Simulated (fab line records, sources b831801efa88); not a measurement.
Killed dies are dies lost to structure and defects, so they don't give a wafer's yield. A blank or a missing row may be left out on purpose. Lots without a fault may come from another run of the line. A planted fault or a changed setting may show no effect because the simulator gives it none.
One fault seen from 2 desks | flow sfq_line | each desk has only its own numbers; what lay behind them comes last

THE METROLOGY DESK
What the gauges read, lot by lot, whatever tool the lot ran on: means of the sampled wafers that have a number. A lot is out of limits, marked OUT, if its mean lies more than 4 standard deviations from the usual mean; the brackets give that distance.
Columns: A = I1_BOW at SFQ_I1_BOW_MEAS_912, usual 2 um
lot  | first seen here | A
L670 | day 22 05:26    | 5
L671 | day 23 21:45    | 15
L672 | day 24 06:46    | -14
L673 | day 25 00:25    | -5
L675 | day 25 17:08    | 5
L676 | day 26 08:44    | -2
L678 | day 26 23:09    | 10
L679 | day 27 07:39    | -5
L684 | day 29 12:29    | 8
L685 | day 29 19:50    | 10
L689 | day 32 15:14    | 5
L690 | day 32 21:14    | -4
L691 | day 33 08:04    | -10
L693 | day 34 03:14    | 4
This desk's finding: nothing out of limits on any of the 14 lots.

THE TOOL OWNER'S DESK: cmp-01
The tool's own readings at SFQ_TRILAYER_I1_CMP_CMP_046 (polishes SiO2): means of the sampled wafers that have a number, for each lot that ran on this tool. A lot is out of limits, marked OUT, if its mean lies more than 4 standard deviations from the usual mean; the brackets give that distance.
Columns: A = motor_current_A at SFQ_TRILAYER_I1_CMP_CMP_046, usual 9.4 A; B = retaining_ring_pressure_frac at SFQ_TRILAYER_I1_CMP_CMP_046, usual 1.001; C = time_to_endpoint_s at SFQ_TRILAYER_I1_CMP_CMP_046, usual 213 s
lot  | first seen here | A   | B     | C
L675 | day 25 14:38    | 9.9 | 1.006 | 217
L676 | day 26 07:14    | 9.9 | 1.004 | 218
L678 | day 26 20:38    | 9.9 | 1.001 | 213
L679 | day 27 05:09    | 9.7 | 1.004 | 213
L684 | day 29 10:27    | 9.9 | 1.005 | 230
L685 | day 29 17:20    | 9.6 | 1.001 | 210
L691 | day 33 06:01    | 9.2 | 0.999 | 212
This desk's finding: nothing out of limits on any of the 7 lots.

PUT TOGETHER
The metrology desk saw nothing out of limits.
The tool owner's desk saw nothing out of limits.

WHAT THE SIMULATOR HAD PUT IN
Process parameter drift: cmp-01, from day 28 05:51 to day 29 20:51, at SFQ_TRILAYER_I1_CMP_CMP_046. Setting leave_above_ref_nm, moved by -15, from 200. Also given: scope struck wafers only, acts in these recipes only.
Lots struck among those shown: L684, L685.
